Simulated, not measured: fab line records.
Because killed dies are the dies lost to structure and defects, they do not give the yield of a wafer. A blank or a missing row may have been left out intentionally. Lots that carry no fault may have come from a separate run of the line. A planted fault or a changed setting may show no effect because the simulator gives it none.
Chamber matching | flow gf180mcu | GF_CONTACT_CVD_02 on pecvd-02 has 3 sister chambers
The step deposits SiO2 from TEOS, target thk 860 nm, time 95.992 s. 3 wafers are shown with their chamber, then 7 later ones without.

== EACH WAFER AND ITS CHAMBER ==
wafer  | chamber | heaterPowerW (W)
L076.4 | 0       | 594
L083.6 | 1       | 683
L085.3 | 2       | 468

== WAFERS WITH NO CHAMBER GIVEN ==
wafer  | heaterPowerW (W)
L085.6 | 503
L094.2 | 653
L094.4 | 478
L094.5 | 664
L095.2 | 432
L095.4 | 476
L095.5 | 670

== WHICH CHAMBER EACH ONE RAN IN ==
wafer  | from the rows above     | in truth
L085.6 | 2                       | 2
L094.2 | can't be placed: 1 or 0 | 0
L094.4 | 2                       | 2
L094.5 | 1                       | 1
L095.2 | 2                       | 2
L095.4 | 2                       | 2
L095.5 | 1                       | 1
6 of 7 placed correctly. Unplaceable from these rows: 1, with the true chamber sitting among the candidates in 1. Wrongly placed: 0.
How it was worked out, from the rows above alone: a wafer's distance from a chamber is the root of the sum, over the readings, of the square of ((its reading less the chamber's mean) divided by the reading's scatter). The wafer belongs to the nearest chamber; if the next one is less than 2 further off, it can't be placed. Each chamber's mean is taken over the wafers shown for it. The scatter: with one shown wafer a chamber, the root of the mean of the squares of how far each hidden wafer lies from its nearest shown one.
